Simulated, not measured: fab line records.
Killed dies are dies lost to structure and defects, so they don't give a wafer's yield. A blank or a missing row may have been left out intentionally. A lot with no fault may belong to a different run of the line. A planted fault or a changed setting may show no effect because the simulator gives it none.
Which tool is to blame? | flow sky130 | 30 wafers from 10 lots sampled at 5 of the route's 708 steps

== WHAT THE GAUGES SHOWED, per wafer ==
SKY_VIA2_OVL_MEAS_13.
lot  | measured     | on         | VIA2_OVL (nm)
L306 | day 37 02:10 | overlay-02 | -3 -11 -4
L308 | day 38 00:22 | overlay-01 | -4 -1 -3
L309 | day 38 15:10 | overlay-02 | -6 -4 -1
L310 | day 38 16:43 | overlay-01 | 0 -1 7
L313 | day 40 00:56 | overlay-02 | -3 -10 -8
L314 | day 40 01:53 | overlay-02 | -7 2 0
L316 | day 40 08:22 | overlay-01 | 0 -4 3
L317 | day 40 15:00 | overlay-02 | -2 0 -8
L320 | day 41 17:51 | overlay-02 | 1 -5 -2
L326 | day 43 05:40 | overlay-02 | -5 -8 -7

SKY_VIA2_RS_MEAS_22: uses a four-point probe to measure.
lot  | measured     | on            | VIA2_W_RS (ohm/sq)
L306 | day 37 03:10 | film-metro-01 | 0.2699 0.2689 0.2731
L308 | day 38 01:17 | film-metro-02 | 0.2683 0.2671 0.2673
L309 | day 38 16:08 | film-metro-03 | 0.2730 0.2642 0.2620
L310 | day 38 20:23 | film-metro-02 | 0.2702 0.2735 0.2725
L313 | day 40 01:55 | film-metro-03 | 0.2715 0.2669 0.2682
L314 | day 40 02:55 | film-metro-02 | 0.2736 0.2752 0.2730
L316 | day 40 09:24 | film-metro-03 | 0.2731 0.2727 0.2728
L317 | day 40 15:57 | film-metro-02 | 0.2545 0.2498 0.2529 0.2549 0.2497 0.2532
L320 | day 41 18:49 | film-metro-03 | 0.2537 0.2514 0.2504 0.2539 0.2511 0.2510
L326 | day 43 06:35 | film-metro-01 | 0.2703 0.2688 0.2680

SKY_VIA2_THK_MEAS_23: measures by xrf.
lot  | measured     | on            | VIA2_W_THK (nm)
L306 | day 37 03:16 | film-metro-01 | 413 411 406
L308 | day 38 01:25 | film-metro-02 | 411 412 412
L309 | day 38 16:14 | film-metro-03 | 410 421 424
L310 | day 38 20:31 | film-metro-02 | 409 403 406
L313 | day 40 02:02 | film-metro-03 | 413 415 415
L314 | day 40 03:02 | film-metro-02 | 410 407 412
L316 | day 40 09:29 | film-metro-03 | 411 412 409
L317 | day 40 17:37 | film-metro-02 | 437 448 443 442 445 442
L320 | day 42 02:46 | film-metro-03 | 443 445 447 441 445 450
L326 | day 43 06:43 | film-metro-01 | 399 400 406

== TOOL THAT RAN EACH LOT (tool first, then ch and the chambers of the sampled wafers, then the start) ==
lot  | SKY_METAL2_STRIP_20                  | SKY_VIA2_CVD_21
L306 | plasma-asher-03 ch 0,1, day 35 20:30 | cvd-w-02 ch 0,1, day 37 03:01
L308 | plasma-asher-04 ch 0,1, day 36 20:07 | cvd-w-02 ch 0,1, day 38 01:10
L309 | plasma-asher-01 ch 0,1, day 37 12:09 | cvd-w-01 ch 0,1, day 38 16:00
L310 | plasma-asher-01 ch 0,1, day 37 13:25 | cvd-w-02 ch 0,1, day 38 20:16
L313 | plasma-asher-01 ch 0,1, day 38 22:49 | cvd-w-02 ch 0,1, day 40 01:47
L314 | plasma-asher-01 ch 0,1, day 39 00:13 | cvd-w-02 ch 0,1, day 40 02:47
L316 | plasma-asher-04 ch 0,1, day 39 06:57 | cvd-w-01 ch 0,1, day 40 09:15
L317 | plasma-asher-03 ch 0,1, day 39 12:32 | cvd-w-02 ch 0,1, day 40 15:48
L320 | plasma-asher-04 ch 0,1, day 40 16:24 | cvd-w-02 ch 0,1, day 41 18:41
L326 | plasma-asher-03 ch 0,1, day 42 04:34 | cvd-w-01 ch 0, day 43 06:28
- SKY_METAL2_STRIP_20: strips in O2/N2.
- SKY_VIA2_CVD_21: deposits W, target thk 420 nm, time 126.4 s.

== WHAT THE TOOLS THEMSELVES READ (means of the sampled wafers that have a number; where no wafer has one, the mark that the record gives instead) ==
SKY_METAL2_STRIP_20.
lot  | tool            | drypump-motor-current-A (A) | oes-product-au (a.u.) | strip-time-to-endpoint-s (s)
L306 | plasma-asher-03 | 5.6                         | 0.341                 | 2.71
L308 | plasma-asher-04 | 6.3                         | 0.338                 | 2.59
L309 | plasma-asher-01 | 5.4                         | 0.343                 | 2.67
L310 | plasma-asher-01 | 5.4                         | 0.339                 | 2.61
L313 | plasma-asher-01 | 5.4                         | 0.341                 | 2.61
L314 | plasma-asher-01 | 5.4                         | 0.338                 | 2.73
L316 | plasma-asher-04 | 5.8                         | 0.343                 | 2.65
L317 | plasma-asher-03 | 5.5                         | 0.346                 | 2.72
L320 | plasma-asher-04 | 6.3                         | 0.346                 | 2.73
L326 | plasma-asher-03 | 5.6                         | 0.340                 | 2.69

SKY_VIA2_CVD_21.
lot  | tool     | chamber-pressure-Torr (Torr) | heater-power-w (W)
L306 | cvd-w-02 | 39.97                        | 843
L308 | cvd-w-02 | 40.02                        | 853
L309 | cvd-w-01 | 39.99                        | 973
L310 | cvd-w-02 | 40.01                        | 932
L313 | cvd-w-02 | 39.98                        | 854
L314 | cvd-w-02 | 40.08                        | 847
L316 | cvd-w-01 | 40.02                        | 892
L317 | cvd-w-02 | 46.62                        | 947
L320 | cvd-w-02 | 46.63                        | 942
L326 | cvd-w-01 | 40.03                        | 952

== THE ANSWER, worked out from the rows above alone ==
Rule: usual is defined by the lots themselves. The widest of any qualifying gaps counts: lots, ordered by their means at a reading, are off when they make up no more than a third of the lots, leave a main group of 4 or more, and stand apart from it by 3 or more times the standard deviation of that group's means. A main group whose means are all the same, to the digits that the tables above print for the reading, isn't used. Also off: a lot with no number at a reading for which 4 or more lots have one. Where the step has rows for the other lots, those lots are counted as sound. Order of review: gauges by route order, followed by the tools' own readings, for which a lot's mean as printed above is used. The first step at which some lot is off is used, and at that step the reading that is off furthest; a lot without a number counts as furthest.
Off: L317, L320, seen at SKY_VIA2_RS_MEAS_22 (VIA2_W_RS). Main group: mean 0.2702 ohm/sq, sd 0.0025.
A tool fits if, at a process step before that reading, it ran every lot that is off, and no sound lot after the first of them. The gauges at SKY_VIA2_RS_MEAS_22 aren't tried: what is off there is off at SKY_VIA2_CVD_21 too, on other tools, and a gauge's error can't cause that. One candidate fits, namely cvd-w-02 at SKY_VIA2_CVD_21. A fault onset in the window from L314 (day 40 02:47, its last sound lot) to L317 (day 40 15:48, its first lot off) fits.
The tool's own readings at SKY_VIA2_CVD_21 bear it out: on the lots that are off they differ by more than 5 times the standard deviation of the sound lots' means. chamber-pressure-Torr reads 46.62 Torr there against 40.01 Torr on the sound lots.

== WHAT HAD BEEN PUT IN BY THE SIMULATOR ==
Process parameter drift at SKY_VIA2_CVD_21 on cvd-w-02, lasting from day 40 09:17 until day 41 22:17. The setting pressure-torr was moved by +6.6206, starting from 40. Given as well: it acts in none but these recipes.
Shown lots that were struck: L317, L320. This agrees with what the rule above found.
